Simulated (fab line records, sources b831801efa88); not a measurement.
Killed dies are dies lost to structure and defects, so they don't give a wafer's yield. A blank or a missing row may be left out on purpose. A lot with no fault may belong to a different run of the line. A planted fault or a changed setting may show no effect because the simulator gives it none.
fab line records	flow sky130
record: lots: 6	wafers: 18	lastDay: 50
route steps=708 shown CAP2M@605 PAD_OPEN@708
lots untouched by any fault: they come from a run of this same line in which no faults occurred
startH: hours from the record's opening day to when the first of the lot's shown wafers began	waitH: hours elapsed since this lot's preceding step	" repeats the value in the row above	L1.1+2: one row covering several wafers at once	- either no value or no given start	* or withheld: withheld	< > ~ a bound
route shown NAME@n: names a module that has steps shown in the file, with the first one's number in the route	usual: the fault-free wafers' mean and standard deviation	same: alike in all rows	chamber/n: place in a boat	sites: readings site by site	_std_site: the standard deviation of these	_edge_site: inner sites' mean taken away from outer sites' mean	radiusMm: for every site, how far away it sits from the centre of the wafer	mask NAME#n: copy n	behind: the tool/chamber that last shaped the wafer	hold: reason for holding the lot/hours on hold/outcome of the hold	device: the n, p or np transistor that did not switch	end of line: the tests these same wafers got at the end of their route	a step without rows: its recipe alone	killed: the dies lost at the first sort to structure and to defects; this is not the yield of the wafer	map: shows each die of a wafer: x if killed, . if not, _ if none is there
set.NAME: the setting the step ran with; set.NAME@STEP: the setting that earlier step ran with	model.NAME: the simulator's own value behind a step, which no gauge read
certain route steps with their lots: each step a table, each wafer a row
services: the hour from which a tool's chamber was out of use, counted from the record's first day as startH (under 0 if before that day), plus the number of hours and why
== steps ==
step: SKY_CAP2M_SPUTTER_02
recipe: material: TiN	targetThkNm: 200	tempC: 300	powerW: 6500	timeS: 166.7	chamberPressurePa: 0.4
usual: throttleValvePct: 29.6/0.98
lot.wafer	tool	chamber	startH	waitH	throttleValvePct
L881.2	pvdSputter-02	-	953.63	0.0	29.2
L881.4	"	-	"	"	29.2
L881.5	"	-	"	"	29.7
L889.2	pvdSputter-03	-	1010.62	0.0	28.9
L889.5	"	-	"	"	28.6
L889.6	"	-	"	"	30.4
L890.1	pvdSputter-04	-	1019.72	0.1	29.8
L890.2	"	-	"	"	29.2
L890.3	"	-	"	"	29.0
L895.1	pvdSputter-03	-	1048.31	0.1	28.8
L895.5	"	-	"	"	28.8
L895.6	"	-	"	"	31.4
L896.1	pvdSputter-03	-	1054.18	0.1	31.2
L896.2	"	-	"	"	29.0
L896.5	"	-	"	"	30.2
L900.1	pvdSputter-03	-	1074.31	0.1	28.8
L900.3	"	-	"	"	31.4
L900.5	"	-	"	"	29.7
step: SKY_CAP2M_RS_MEAS_03
recipe: thkMeasGauge: four-point-probe	reads: TiN_of_CAP2M_SPUTTER_02
usual: CAP2M_TIN_RS: 6.92/0.076
lot.wafer	tool	chamber	startH	waitH	CAP2M_TIN_RS[ohm/sq]
L881.2	filmMetro-03	-	953.76	0.1	6.95
L881.4	"	-	"	"	7.01
L881.5	"	-	"	"	6.90
L889.2	filmMetro-04	-	1010.75	0.1	6.88
L889.5	"	-	"	"	6.84
L889.6	"	-	"	"	6.80
L890.1	filmMetro-04	-	1019.83	0.1	7.02
L890.2	"	-	"	"	6.91
L890.3	"	-	"	"	6.91
L895.1	filmMetro-04	-	1048.42	0.1	6.87
L895.5	"	-	"	"	6.89
L895.6	"	-	"	"	6.85
L896.1	filmMetro-04	-	1054.29	0.1	6.83
L896.2	"	-	"	"	6.80
L896.5	"	-	"	"	6.84
L900.1	filmMetro-04	-	1074.42	0.1	6.87
L900.3	"	-	"	"	6.84
L900.5	"	-	"	"	6.80
step: SKY_CAP2M_THK_MEAS_04
recipe: thkMeasGauge: xrf	reads: TiN_of_CAP2M_SPUTTER_02
usual: CAP2M_TIN_THK: 197.9/2.2
lot.wafer	tool	chamber	startH	waitH	CAP2M_TIN_THK[nm]
L881.2	filmMetro-03	-	953.87	0.1	195.8
L881.4	"	-	"	"	194.7
L881.5	"	-	"	"	197.9
L889.2	filmMetro-04	-	1010.86	0.1	197.3
L889.5	"	-	"	"	198.3
L889.6	"	-	"	"	199.5
L890.1	filmMetro-04	-	1019.95	0.1	193.0
L890.2	"	-	"	"	196.4
L890.3	"	-	"	"	196.4
L895.1	filmMetro-04	-	1048.54	0.1	197.9
L895.5	"	-	"	"	197.8
L895.6	"	-	"	"	198.3
L896.1	filmMetro-04	-	1054.41	0.1	200.0
L896.2	"	-	"	"	201.1
L896.5	"	-	"	"	199.1
L900.1	filmMetro-04	-	1074.54	0.1	198.0
L900.3	"	-	"	"	199.4
L900.5	"	-	"	"	200.9
step: SKY_CAP2M_DEHYDRATE_05
recipe: tempC: 200	timeS: 60
step: SKY_CAP2M_HMDS_06
recipe: primeTimeS: 60	primeTempC: 120
step: SKY_CAP2M_COAT_07
recipe: resist: NOVOLAK	spinRpm: 3000	resistThkNm: 1140
step: SKY_CAP2M_SOFTBAKE_08
recipe: tempC: 90	timeS: 60	resist: NOVOLAK
step: SKY_CAP2M_EXPOSE_09
recipe: maskId: CAP2M	na: 0.6	sourceShape: conventional	sigmaOuter: 0.6	polarization: unpolarized	targetCdNm: 1000	doseMj: 159
step: SKY_CAP2M_PEB_10
recipe: tempC: withheld	timeS: *	resist: NOVOLAK
step: SKY_CAP2M_DEVELOP_11
recipe: resist: NOVOLAK	developer: TMAH	developTimeS: 60	devTempC: 23
step: SKY_CAP2M_OVL_MEAS_12
usual: CAP2M_OVL: -1.3/1.4
lot.wafer	tool	chamber	startH	waitH	CAP2M_OVL[nm]
L881.2	overlay-01	-	977.49	0.1	-2.5
L881.4	"	-	"	"	-0.1
L881.5	"	-	"	"	-4.1
L889.2	overlay-02	-	1032.84	0.1	0.3
L889.5	"	-	"	"	0.4
L889.6	"	-	"	"	2.4
L890.1	overlay-02	-	1041.94	0.1	-1.3
L890.2	"	-	"	"	-2.0
L890.3	"	-	"	"	-2.0
L895.1	overlay-01	-	1070.19	0.1	-1.8
L895.5	"	-	"	"	-0.5
L895.6	"	-	"	"	-1.8
L896.1	overlay-02	-	1075.44	0.1	-2.7
L896.2	"	-	"	"	-3.2
L896.5	"	-	"	"	-0.9
L900.1	overlay-01	-	1095.54	0.1	-0.7
L900.3	"	-	"	"	-1.1
L900.5	"	-	"	"	1.3
step: SKY_CAP2M_METAL_ETCH_13
recipe: targetDepthNm: 220	stopOn: SiO2	chemistry: Cl2/BCl3	target: TiN	pressureMtorr: 10.48	icpW: 900	biasW: 48.5	Cl2_flow_sccm: 60	bcl3FlowSccm: 30	timeS: 62.9
usual: drypumpMotorCurrentA: 5.9/0.43	oesProductAu: 0.940/0.0077	throttleValvePct: 21.358/0.0091
lot.wafer	tool	chamber	startH	waitH	drypumpMotorCurrentA	oesProductAu	rfHoursCounterH	throttleValvePct
L881.2	rieMetal-03	1	977.52	0.0	6.2	0.935	6	21.367
L881.4	"	0	"	"	5.6	0.926	-	21.359
L881.5	"	1	"	"	6.2	0.951	-	21.355
L889.2	rieMetal-02	1	1032.87	0.0	5.7	0.948	4	21.337
L889.5	"	1	"	"	5.7	0.949	-	21.350
L889.6	"	0	"	"	5.2	0.942	-	21.364
L890.1	rieMetal-02	1	1041.97	0.0	5.7	0.924	5	21.370
L890.2	"	0	"	"	5.2	0.940	13	21.363
L890.3	"	0	"	"	5.2	0.947	-	21.352
L895.1	rieMetal-02	0	1070.22	0.0	5.2	0.943	15	21.354
L895.5	"	0	"	"	5.3	0.938	-	21.375
L895.6	"	0	"	"	5.2	0.943	-	21.366
L896.1	rieMetal-02	0	1075.47	0.0	5.3	0.947	15	21.351
L896.2	"	0	"	"	5.2	0.957	-	21.361
L896.5	"	0	"	"	5.2	0.938	-	21.348
L900.1	rieMetal-01	0	1095.57	0.0	6.2	0.942	21	21.355
L900.3	"	1	"	"	6.4	0.946	-	21.358
L900.5	"	1	"	"	6.5	0.947	-	21.360
step: SKY_CAP2M_STRIP_14
recipe: chemistry: O2/N2	powerW: 1400	pressureMtorr: 1500	platenTempC: withheld	o2FlowSccm: 3000	n2FlowSccm: 300	overashFraction: 0.5
usual: chamberPressureMTorr: 1499.9/1.3	drypumpMotorCurrentA: 5.5/0.3	oesProductAu: 0.710/0.0046	stripTimeToEndpointS: 12.69/0.048
lot.wafer	tool	chamber	startH	waitH	chamberPressureMTorr	drypumpMotorCurrentA	oesProductAu	rfHoursCounterH	stripTimeToEndpointS	model.NOVOLAK_of_CAP2M_COAT_07.thkNm
L881.2	plasmaAsher-01	1	977.60	0.1	1499.8	5.6	0.710	55	12.58	0
L881.4	"	1	"	"	1499.9	5.6	0.705	-	12.62	0
L881.5	"	0	"	"	1500.5	5.7	0.720	-	12.63	0
L889.2	plasmaAsher-02	1	1032.95	0.1	-	-	-	-	-	988.6
L889.5	"	1	"	"	-	-	-	-	-	985.4
L889.6	"	0	"	"	-	-	-	-	-	998.2
L890.1	plasmaAsher-04	1	1042.05	0.1	-	-	-	-	-	989.7
L890.2	"	0	"	"	-	-	-	-	-	994.8
L890.3	"	1	"	"	-	-	-	-	-	998.8
L895.1	plasmaAsher-01	0	1070.38	0.1	1497.8	5.7	0.718	65	12.73	0
L895.5	"	1	"	"	1496.3	5.6	0.710	-	12.75	0
L895.6	"	0	"	"	1501.2	5.7	0.712	-	12.76	0
L896.1	plasmaAsher-02	1	1075.63	0.1	1499.2	5.2	0.707	96	12.66	0
L896.2	"	0	"	"	1498.9	5.6	0.709	96	12.68	0
L896.5	"	1	"	"	1499.0	5.2	0.718	-	12.72	0
L900.1	plasmaAsher-04	1	1095.65	0.1	1499.2	5.0	0.704	35	12.72	0
L900.3	"	0	"	"	1499.0	5.9	0.711	-	12.70	0
L900.5	"	0	"	"	1497.2	5.9	0.705	-	12.71	0
step: SKY_CAP2M_STRIP_15
recipe: chemistry: postEtchResidueRemover	timeS: 1200	tempC: 72.5
step: SKY_PAD_OPEN_PROBE_99
usual: defectLimitedYield: 82.2/2.2	killed_at_M0_to_M3: 45/7.1	killed_at_M4_up: 3.0/1.8	killedAtContacts: 24/5.4	killedAtFrontEnd: 16/4.9	killedAtOther: 0.3/0.63	killedDies: 88/11	killedOnRim: 17/3.4	killedOpen: 47/7.4	killedShort: 40/7	sort_bin_3_pad_short: 1.0/0.43	sort_bin_5_function: 10.6/1.7	sort_bin_6_memory: 6.3/1.1	sortNPass: 404/11	sortYieldPct: 82.2/2.2
same: grossDies: 492	killedAtBackSide: 0	sort_bin_4_leakage[%]: 0	sort_bin_8_speed[%]: 0
lot.wafer	tool	chamber	startH	waitH	defectLimitedYield[%]	killed_at_M0_to_M3	killed_at_M4_up	killedAtContacts	killedAtFrontEnd	killedAtOther	killedDies	killedOnRim	killedOpen	killedShort	sort_bin_3_pad_short[%]	sort_bin_5_function[%]	sort_bin_6_memory[%]	sortNPass	sortYieldPct[%]
L881.2	prober-02	-	1094.52	0.1	83.9	34	2	22	21	0	79	16	37	42	0.8	9.3	5.9	413	83.9
L881.4	prober-02	-	1094.62	0.2	85.0	42	2	19	11	0	74	15	39	35	0.6	8.5	5.9	418	85.0
L881.5	prober-02	-	1094.67	0.2	85.2	44	1	9	19	0	73	13	33	40	1.2	9.1	4.5	419	85.2
L889.2	prober-02	-	1141.89	0.1	0.4	6	0	1	2	481	490	95	3	6	20.9	75.8	2.8	2	0.4
L889.5	prober-02	-	1142.04	0.2	0.2	11	1	7	5	467	491	96	13	11	25.2	71.3	3.3	1	0.2
L889.6	prober-02	-	1142.09	0.2	0	5	0	4	4	479	492	96	9	4	24.2	73.2	2.6	0	0
L890.1	prober-01	-	1150.35	0.1	0.2	10	1	4	5	471	491	96	8	12	24.8	71.3	3.7	1	0.2
L890.2	prober-01	-	1150.40	0.1	0.4	8	2	6	1	473	490	96	12	5	24.0	73.4	2.2	2	0.4
L890.3	prober-01	-	1150.45	0.2	0.6	8	1	3	2	475	489	95	10	3	23.2	73.0	3.3	3	0.6
L895.1	prober-02	-	1173.20	0.1	79.3	63	0	23	16	0	102	21	55	46	0.8	11.8	8.1	390	79.3
L895.5	prober-02	-	1173.40	0.2	79.1	60	3	21	19	0	103	19	63	39	0.8	13.4	6.7	389	79.1
L895.6	prober-02	-	1173.45	0.2	78.9	56	5	27	16	0	104	18	59	45	1.0	12.4	7.7	388	78.9
L896.1	prober-01	-	1177.64	0.1	86.4	39	1	17	10	0	67	13	31	36	0.4	7.1	6.1	425	86.4
L896.2	prober-01	-	1177.69	0.1	83.3	43	3	22	14	0	82	14	37	45	0.8	9.6	6.3	410	83.3
L896.5	prober-01	-	1177.84	0.2	83.9	42	4	23	10	0	79	17	43	36	1.2	9.6	5.3	413	83.9
killed by level:class
L881.2 LI_CONTACT:geometricParticle:open=8 LOCAL_INTERCONNECT:geometricParticle:short=7 POLY_GATE:geometricParticle:open=6 VIA2:geometricParticle:open=6 VIA3:geometricParticle:short=5 VIA1:geometricParticle:short=5 FIELD_ISO:geometricParticle:short=4 CONTACT:geometricParticle:open=4
L881.4 VIA1:geometricParticle:open=10 VIA3:geometricParticle:open=8 CONTACT:geometricParticle:open=6 METAL1:geometricParticle:short=6 METAL2:geometricParticle:short=6 LI_CONTACT:geometricParticle:open=5 POLY_GATE:geometricParticle:open=4 CONTACT:geometricParticle:short=4
L881.5 METAL1:geometricParticle:short=7 VIA1:geometricParticle:open=6 VIA1:geometricParticle:short=6 VIA2:geometricParticle:open=6 POLY_GATE:geometricParticle:short=5 VIA2:geometricParticle:short=5 POLY_GATE:geometricParticle:open=4 SPACER:geometricParticle:open=4
L889.2 CAP2M:plasmaStripResidue=481 VIA2:geometricParticle:short=2 FIELD_ISO:geometricParticle:short=1 POLY_GATE:geometricParticle:short=1 LI_CONTACT:geometricParticle:open=1 VIA2:geometricParticle:open=1 VIA1:geometricParticle:open=1 METAL2:geometricParticle:short=1
L889.5 CAP2M:plasmaStripResidue=467 CONTACT:geometricParticle:open=5 VIA1:geometricParticle:open=3 FIELD_ISO:geometricParticle:open=2 FIELD_ISO:geometricParticle:short=1 VIA2:geometricParticle:open=1 POLY_GATE:geometricParticle:open=1 CONTACT:geometricParticle:short=1
L889.6 CAP2M:plasmaStripResidue=479 CONTACT:geometricParticle:open=4 FIELD_ISO:geometricParticle:open=2 VIA1:geometricParticle:short=2 VIA3:geometricParticle:open=2 POLY_GATE:geometricParticle:short=1 SPACER:geometricParticle:short=1 VIA1:geometricParticle:open=1
L890.1 CAP2M:plasmaStripResidue=471 FIELD_ISO:geometricParticle:short=3 VIA2:geometricParticle:open=3 CONTACT:geometricParticle:short=2 METAL1:geometricParticle:short=2 VIA3:geometricParticle:open=2 POLY_GATE:geometricParticle:open=1 POLY_GATE:geometricParticle:short=1
L890.2 CAP2M:plasmaStripResidue=473 VIA2:geometricParticle:open=5 CONTACT:geometricParticle:open=3 LI_CONTACT:geometricParticle:open=2 METAL4:geometricParticle:short=2 FIELD_ISO:geometricParticle:open=1 CONTACT:geometricParticle:short=1 VIA1:geometricParticle:short=1
L890.3 CAP2M:plasmaStripResidue=475 VIA1:geometricParticle:open=3 VIA2:geometricParticle:open=3 CONTACT:geometricParticle:open=2 POLY_GATE:geometricParticle:short=1 LI_CONTACT:geometricParticle:open=1 METAL2:geometricParticle:short=1 METAL2:geometricParticle:open=1
L895.1 VIA1:geometricParticle:open=15 VIA2:geometricParticle:open=11 CONTACT:geometricParticle:open=7 VIA1:geometricParticle:short=7 METAL2:geometricParticle:short=6 LI_CONTACT:geometricParticle:open=5 LOCAL_INTERCONNECT:geometricParticle:short=5 METAL1:geometricParticle:short=5
L895.5 VIA1:geometricParticle:open=19 VIA2:geometricParticle:open=12 POLY_GATE:geometricParticle:open=7 CONTACT:geometricParticle:open=6 VIA1:geometricParticle:short=6 VIA2:geometricParticle:short=5 LI_CONTACT:geometricParticle:open=5 METAL1:geometricParticle:short=4
L895.6 VIA2:geometricParticle:open=13 LI_CONTACT:geometricParticle:open=12 VIA1:geometricParticle:open=10 CONTACT:geometricParticle:short=7 VIA1:geometricParticle:short=6 METAL3:geometricParticle:short=6 VIA3:geometricParticle:open=6 POLY_GATE:geometricParticle:open=5
L896.1 VIA1:geometricParticle:open=13 LI_CONTACT:geometricParticle:open=7 VIA1:geometricParticle:short=6 METAL1:geometricParticle:short=6 CONTACT:geometricParticle:short=4 FIELD_ISO:geometricParticle:short=3 SONOS_ONO:geometricParticle:short=3 LOCAL_INTERCONNECT:geometricParticle:short=3
L896.2 METAL2:geometricParticle:short=9 LI_CONTACT:geometricParticle:open=8 VIA3:geometricParticle:open=8 CONTACT:geometricParticle:short=7 FIELD_ISO:geometricParticle:short=6 VIA1:geometricParticle:open=6 CONTACT:geometricParticle:open=5 FIELD_ISO:geometricParticle:open=4
L896.5 VIA1:geometricParticle:open=13 CONTACT:geometricParticle:open=9 VIA2:geometricParticle:open=8 LI_CONTACT:geometricParticle:open=7 FIELD_ISO:geometricParticle:short=5 POLY_GATE:geometricParticle:short=4 LI_CONTACT:geometricParticle:short=4 METAL1:geometricParticle:short=4
map L889.6 (x killed, . not)
__________xxxxxxxxxx_________
________xxxxxxxxxxxxxx_______
______xxxxxxxxxxxxxxxxxx_____
_____xxxxxxxxxxxxxxxxxxxx____
____xxxxxxxxxxxxxxxxxxxxxx___
___xxxxxxxxxxxxxxxxxxxxxxxx__
__xxxxxxxxxxxxxxxxxxxxxxxxxx_
_xxxxxxxxxxxxxxxxxxxxxxxxxxxx
_xxxxxxxxxxxxxxxxxxxxxxxxxxxx
_xxxxxxxxxxxxxxxxxxxxxxxxxxxx
_xxxxxxxxxxxxxxxxxxxxxxxxxxxx
_xxxxxxxxxxxxxxxxxxxxxxxxxxxx
_xxxxxxxxxxxxxxxxxxxxxxxxxxxx
_xxxxxxxxxxxxxxxxxxxxxxxxxxxx
_xxxxxxxxxxxxxxxxxxxxxxxxxxxx
__xxxxxxxxxxxxxxxxxxxxxxxxxx_
___xxxxxxxxxxxxxxxxxxxxxxxx__
____xxxxxxxxxxxxxxxxxxxxxx___
_____xxxxxxxxxxxxxxxxxxxx____
______xxxxxxxxxxxxxxxxxx_____
________xxxxxxxxxxxxxx_______
__________xxxxxxxxxx_________
map L890.1 (x killed, . not)
__________xxxxxxxxxx_________
________xxxxxxxxxxxxxx_______
______xxxxxxxxxxxxxxxxxx_____
_____xxxxxxxxxxxxxxxxxxxx____
____xxxxxxxxxxxxxxxxxxxxxx___
___xxxxxxxxxxxxxxxxxxxxxxxx__
__xxxxxxxxxxxxxxxxxxxxxxxxxx_
_xxxxxxxxxxxxxxxxxxxxxxxxxxxx
_xxxxxxxxxxxxxxxxxxxxxxxxxxxx
_xxxxxxxxxxxxxxxxxxxxxxxxxxxx
_x.xxxxxxxxxxxxxxxxxxxxxxxxxx
_xxxxxxxxxxxxxxxxxxxxxxxxxxxx
_xxxxxxxxxxxxxxxxxxxxxxxxxxxx
_xxxxxxxxxxxxxxxxxxxxxxxxxxxx
_xxxxxxxxxxxxxxxxxxxxxxxxxxxx
__xxxxxxxxxxxxxxxxxxxxxxxxxx_
___xxxxxxxxxxxxxxxxxxxxxxxx__
____xxxxxxxxxxxxxxxxxxxxxx___
_____xxxxxxxxxxxxxxxxxxxx____
______xxxxxxxxxxxxxxxxxx_____
________xxxxxxxxxxxxxx_______
__________xxxxxxxxxx_________
== services ==
tool	chamber	startH	hours	kind
pvdSputter-02	-	930.75	5.9	repair
pvdSputter-02	2	939.87	-	consumableReplace:kit
pvdSputter-02	2	939.87	18.0	scheduledDown
pvdSputter-02	2	939.87	18.0	ventCycle
pvdSputter-04	-	943.24	5.2	repair
pvdSputter-04	-	945.85	2.0	repair
pvdSputter-03	0	949.54	-	consumableReplace:kit
pvdSputter-03	0	949.54	18.0	scheduledDown
pvdSputter-03	0	949.54	18.0	ventCycle
pvdSputter-02	-	970.92	0.8	repair
plasmaAsher-02	-	997.67	5.9	repair
plasmaAsher-01	-	1001.45	5.4	repair
pvdSputter-04	2	1004.34	-	consumableReplace:kit
rieMetal-01	1	1009.97	11.8	repair
pvdSputter-02	-	1012.24	4.2	repair
pvdSputter-02	-	1036.83	2.9	repair
rieMetal-03	-	1037.41	2.4	repair
plasmaAsher-01	-	1038.69	1.6	repair
pvdSputter-04	-	1046.41	2.3	repair
plasmaAsher-04	-	1052.34	10.4	repair
rieMetal-02	1	1070.19	6.7	repair
pvdSputter-02	-	1079.05	4.1	repair
pvdSputter-04	-	1079.33	1.2	repair
pvdSputter-04	-	1088.94	0.6	repair
== key ==
firstSign: step: SKY_CAP2M_STRIP_14	reading: toolRecord	direction: missing
effect: step: SKY_PAD_OPEN_PROBE_99	reading: killedAtOther	direction: up	sigmas: 99+	usual: 0.3	struck: 474.3
modelEffect: step: SKY_CAP2M_STRIP_14	value: NOVOLAK_of_CAP2M_COAT_07.thkNm	without: 0	struck: 992.6
metAt SKY_CAP2M_STRIP_14
struckWafers L889.2,L889.5,L889.6,L890.1,L890.2,L890.3
laterRowsLeftOut L889.2,L889.5,L889.6,L890.1,L890.2,L890.3
fault: kind: skippedStepWhole	tool: plasmaAsher-02,plasmaAsher-04	chamber: -	onsetH: 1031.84	steps: SKY_CAP2M_STRIP_14	scope: struckLotsOnly
laterRowsLeftOut: the simulator's readings of these wafers behind a module that went badly wrong aren't trusted and aren't shown, but for the sort
